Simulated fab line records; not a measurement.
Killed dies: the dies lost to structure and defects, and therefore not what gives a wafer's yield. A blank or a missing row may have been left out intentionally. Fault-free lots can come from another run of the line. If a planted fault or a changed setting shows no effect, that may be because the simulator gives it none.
Which tool is to blame? / flow sky130 / 15 lots with 45 wafers sampled at 4 steps, on a route of 708 steps

== WHAT EACH GAUGE READ, for each wafer ==
SKY_LDD_HVN_OVL_MEAS_07.
lot=L350; measured=day 20 13:34; on=overlay-02; LDD_HVN_OVL (nm)=0.0 -0.3 -0.1
lot=L351; measured=day 21 04:02; on=overlay-02; LDD_HVN_OVL (nm)=-4.1 -3.1 -4.7
lot=L353; measured=day 21 21:07; on=overlay-02; LDD_HVN_OVL (nm)=-0.4 -0.5 -1.8
lot=L354; measured=day 22 15:43; on=overlay-01; LDD_HVN_OVL (nm)=-1.9 -1.9 -2.4
lot=L355; measured=day 23 07:19; on=overlay-01; LDD_HVN_OVL (nm)=-1.3 -1.7 -2.0
lot=L356; measured=day 23 08:37; on=overlay-01; LDD_HVN_OVL (nm)=-1.6 -3.6 -0.9
lot=L358; measured=day 23 12:06; on=overlay-01; LDD_HVN_OVL (nm)=-0.3 -2.5 -1.2
lot=L359; measured=day 23 17:44; on=overlay-01; LDD_HVN_OVL (nm)=-3.1 -1.7 -2.9
lot=L367; measured=day 27 09:43; on=overlay-02; LDD_HVN_OVL (nm)=-1.8 -1.2 -0.7
lot=L368; measured=day 27 10:37; on=overlay-02; LDD_HVN_OVL (nm)=-1.3 -0.8 -2.0
lot=L369; measured=day 27 11:22; on=overlay-02; LDD_HVN_OVL (nm)=-1.9 0.1 -2.5
lot=L370; measured=day 27 19:11; on=overlay-02; LDD_HVN_OVL (nm)=-2.3 -3.8 -2.7

SKY_SD_P_OVL_MEAS_08.
lot=L350; measured=day 25 15:24; on=overlay-02; SD_P_OVL (nm)=-0.4 0.7 -0.6
lot=L351; measured=day 26 05:17; on=overlay-01; SD_P_OVL (nm)=0.2 -0.3 -0.2
lot=L353; measured=day 26 22:32; on=overlay-02; SD_P_OVL (nm)=-1.5 1.3 1.3
lot=L354; measured=day 27 16:20; on=overlay-01; SD_P_OVL (nm)=2.3 2.1 1.3
lot=L355; measured=day 28 04:35; on=overlay-02; SD_P_OVL (nm)=-0.7 1.4 0.0
lot=L356; measured=day 28 06:38; on=overlay-01; SD_P_OVL (nm)=0.8 0.3 0.3
lot=L358; measured=day 28 10:11; on=overlay-02; SD_P_OVL (nm)=1.2 0.8 -1.1
lot=L359; measured=day 28 14:01; on=overlay-01; SD_P_OVL (nm)=0.1 0.9 0.5
lot=L367; measured=day 32 03:04; on=overlay-02; SD_P_OVL (nm)=0.0 -1.5 -1.1
lot=L368; measured=day 32 04:54; on=overlay-02; SD_P_OVL (nm)=1.9 -0.4 0.1
lot=L369; measured=day 32 05:43; on=overlay-02; SD_P_OVL (nm)=1.0 0.9 0.5
lot=L370; measured=day 32 11:18; on=overlay-01; SD_P_OVL (nm)=-0.9 0.6 1.0

== EACH LOT AND THE TOOL THAT RAN IT (in order: tool; ch and the chambers of the sampled wafers; start) ==
lot=L350; SKY_LDD_N_IMPLANT_14=implanter-02 ch 0, day 18 00:01; SKY_LDD_HVP_STRIP_09=plasmaAsher-03 ch 0,1, day 21 19:59
lot=L351; SKY_LDD_N_IMPLANT_14=implanter-04 ch 0, day 18 13:56; SKY_LDD_HVP_STRIP_09=plasmaAsher-03 ch 0,1, day 22 09:50
lot=L353; SKY_LDD_N_IMPLANT_14=implanter-02 ch 0, day 19 06:56; SKY_LDD_HVP_STRIP_09=plasmaAsher-03 ch 0,1, day 23 03:35
lot=L354; SKY_LDD_N_IMPLANT_14=implanter-04 ch 0, day 20 03:49; SKY_LDD_HVP_STRIP_09=plasmaAsher-02 ch 0,1, day 23 22:50
lot=L355; SKY_LDD_N_IMPLANT_14=implanter-03 ch 0, day 20 20:04; SKY_LDD_HVP_STRIP_09=plasmaAsher-04 ch 0, day 24 13:16
lot=L356; SKY_LDD_N_IMPLANT_14=implanter-02 ch 0, day 20 20:23; SKY_LDD_HVP_STRIP_09=plasmaAsher-02 ch 0,1, day 24 14:49
lot=L358; SKY_LDD_N_IMPLANT_14=implanter-03 ch 0, day 21 01:48; SKY_LDD_HVP_STRIP_09=plasmaAsher-03 ch 0,1, day 24 18:22
lot=L359; SKY_LDD_N_IMPLANT_14=implanter-03 ch 0, day 21 05:31; SKY_LDD_HVP_STRIP_09=plasmaAsher-02 ch 0,1, day 24 23:17
lot=L360; SKY_LDD_N_IMPLANT_14=implanter-02, day 21 17:47; SKY_LDD_HVP_STRIP_09=-
lot=L361; SKY_LDD_N_IMPLANT_14=implanter-02, day 22 03:09; SKY_LDD_HVP_STRIP_09=-
lot=L362; SKY_LDD_N_IMPLANT_14=implanter-04, day 22 08:24; SKY_LDD_HVP_STRIP_09=-
lot=L367; SKY_LDD_N_IMPLANT_14=implanter-02 ch 0, day 24 23:10; SKY_LDD_HVP_STRIP_09=plasmaAsher-04 ch 0,1, day 28 13:40
lot=L368; SKY_LDD_N_IMPLANT_14=implanter-04 ch 0, day 25 00:52; SKY_LDD_HVP_STRIP_09=plasmaAsher-02 ch 0,1, day 28 14:50
lot=L369; SKY_LDD_N_IMPLANT_14=implanter-02 ch 0, day 25 00:59; SKY_LDD_HVP_STRIP_09=plasmaAsher-04 ch 0,1, day 28 15:08
lot=L370; SKY_LDD_N_IMPLANT_14=implanter-04 ch 0, day 25 08:18; SKY_LDD_HVP_STRIP_09=plasmaAsher-02 ch 0,1, day 28 23:11
- SKY_LDD_N_IMPLANT_14
- SKY_LDD_HVP_STRIP_09: strips in O2/N2.

== WHAT THE TOOLS THEMSELVES READ (means of the sampled wafers that have a number; where no wafer has one, the mark that the record gives instead) ==
SKY_LDD_N_IMPLANT_14.
lot=L350; tool=implanter-02; beamEnergyKeV=49.988; beamOnS (s)=10.21; faradayCurrentUA=27.6; rotationDeg (degrees)=180.05
lot=L351; tool=implanter-04; beamEnergyKeV=50.007; beamOnS (s)=9.88; faradayCurrentUA=28.5; rotationDeg (degrees)=180.04
lot=L353; tool=implanter-02; beamEnergyKeV=50.016; beamOnS (s)=9.99; faradayCurrentUA=28.1; rotationDeg (degrees)=179.96
lot=L354; tool=implanter-04; beamEnergyKeV=50.003; beamOnS (s)=10.03; faradayCurrentUA=28.1; rotationDeg (degrees)=180.00
lot=L355; tool=implanter-03; beamEnergyKeV=50.010; beamOnS (s)=10.17; faradayCurrentUA=27.8; rotationDeg (degrees)=179.97
lot=L356; tool=implanter-02; beamEnergyKeV=49.985; beamOnS (s)=9.88; faradayCurrentUA=28.5; rotationDeg (degrees)=180.00
lot=L358; tool=implanter-03; beamEnergyKeV=49.994; beamOnS (s)=10.05; faradayCurrentUA=28.1; rotationDeg (degrees)=180.02
lot=L359; tool=implanter-03; beamEnergyKeV=50.005; beamOnS (s)=10.04; faradayCurrentUA=28.1; rotationDeg (degrees)=179.98
lot=L360; tool=implanter-02; beamEnergyKeV=-; beamOnS (s)=-; faradayCurrentUA=-; rotationDeg (degrees)=-
lot=L361; tool=implanter-02; beamEnergyKeV=-; beamOnS (s)=-; faradayCurrentUA=-; rotationDeg (degrees)=-
lot=L362; tool=implanter-04; beamEnergyKeV=-; beamOnS (s)=-; faradayCurrentUA=-; rotationDeg (degrees)=-
lot=L367; tool=implanter-02; beamEnergyKeV=50.024; beamOnS (s)=9.92; faradayCurrentUA=28.5; rotationDeg (degrees)=179.98
lot=L368; tool=implanter-04; beamEnergyKeV=49.997; beamOnS (s)=10.13; faradayCurrentUA=27.8; rotationDeg (degrees)=179.96
lot=L369; tool=implanter-02; beamEnergyKeV=49.999; beamOnS (s)=10.12; faradayCurrentUA=27.9; rotationDeg (degrees)=179.99
lot=L370; tool=implanter-04; beamEnergyKeV=49.998; beamOnS (s)=9.90; faradayCurrentUA=28.5; rotationDeg (degrees)=179.96

SKY_LDD_HVP_STRIP_09.
lot=L350; tool=plasmaAsher-03; drypumpMotorCurrentA (A)=6.2; oesProductAu (a.u.)=0.410; stripTimeToEndpointS (s)=4.139
lot=L351; tool=plasmaAsher-03; drypumpMotorCurrentA (A)=6.2; oesProductAu (a.u.)=0.409; stripTimeToEndpointS (s)=4.126
lot=L353; tool=plasmaAsher-03; drypumpMotorCurrentA (A)=6.2; oesProductAu (a.u.)=0.411; stripTimeToEndpointS (s)=4.154
lot=L354; tool=plasmaAsher-02; drypumpMotorCurrentA (A)=5.9; oesProductAu (a.u.)=0.406; stripTimeToEndpointS (s)=4.145
lot=L355; tool=plasmaAsher-04; drypumpMotorCurrentA (A)=5.8; oesProductAu (a.u.)=0.414; stripTimeToEndpointS (s)=4.129
lot=L356; tool=plasmaAsher-02; drypumpMotorCurrentA (A)=5.5; oesProductAu (a.u.)=0.410; stripTimeToEndpointS (s)=4.122
lot=L358; tool=plasmaAsher-03; drypumpMotorCurrentA (A)=6.2; oesProductAu (a.u.)=0.410; stripTimeToEndpointS (s)=4.126
lot=L359; tool=plasmaAsher-02; drypumpMotorCurrentA (A)=5.8; oesProductAu (a.u.)=0.409; stripTimeToEndpointS (s)=4.148
lot=L367; tool=plasmaAsher-04; drypumpMotorCurrentA (A)=5.8; oesProductAu (a.u.)=0.407; stripTimeToEndpointS (s)=4.133
lot=L368; tool=plasmaAsher-02; drypumpMotorCurrentA (A)=5.5; oesProductAu (a.u.)=0.412; stripTimeToEndpointS (s)=4.134
lot=L369; tool=plasmaAsher-04; drypumpMotorCurrentA (A)=5.9; oesProductAu (a.u.)=0.413; stripTimeToEndpointS (s)=4.148
lot=L370; tool=plasmaAsher-02; drypumpMotorCurrentA (A)=5.5; oesProductAu (a.u.)=0.404; stripTimeToEndpointS (s)=4.132

== THE ANSWER, worked out from the rows above alone ==
Rule: usual is defined by the lots themselves. The widest of any qualifying gaps counts: lots, ordered by their means at a reading, are off when they make up no more than a third of the lots, leave a main group of 4 or more, and stand apart from it by 3 or more times the standard deviation of that group's means. The tables above print the reading to a certain number of digits; a main group whose means all agree to those digits is not used. A lot without any number at a reading at which 4 lots or more have one is off too. The other lots that the step has rows for count as sound. The gauges are gone through in route order, then the tools' own readings, and for those a lot's mean is taken as printed above. At the first step where some lot is off, the reading lying furthest off is the one used; lots without a number count as furthest.
Off, at SKY_LDD_N_IMPLANT_14 on beamEnergyKeV: L360, L361, L362. Without a number there: L360, L361, L362. Main group: mean 50.002, sd 0.011.
A tool fits if, at that step or a process step before it, it ran every lot that is off, and no sound lot after the first of them. None of those tried fits.

== WHAT HAD BEEN PUT IN BY THE SIMULATOR ==
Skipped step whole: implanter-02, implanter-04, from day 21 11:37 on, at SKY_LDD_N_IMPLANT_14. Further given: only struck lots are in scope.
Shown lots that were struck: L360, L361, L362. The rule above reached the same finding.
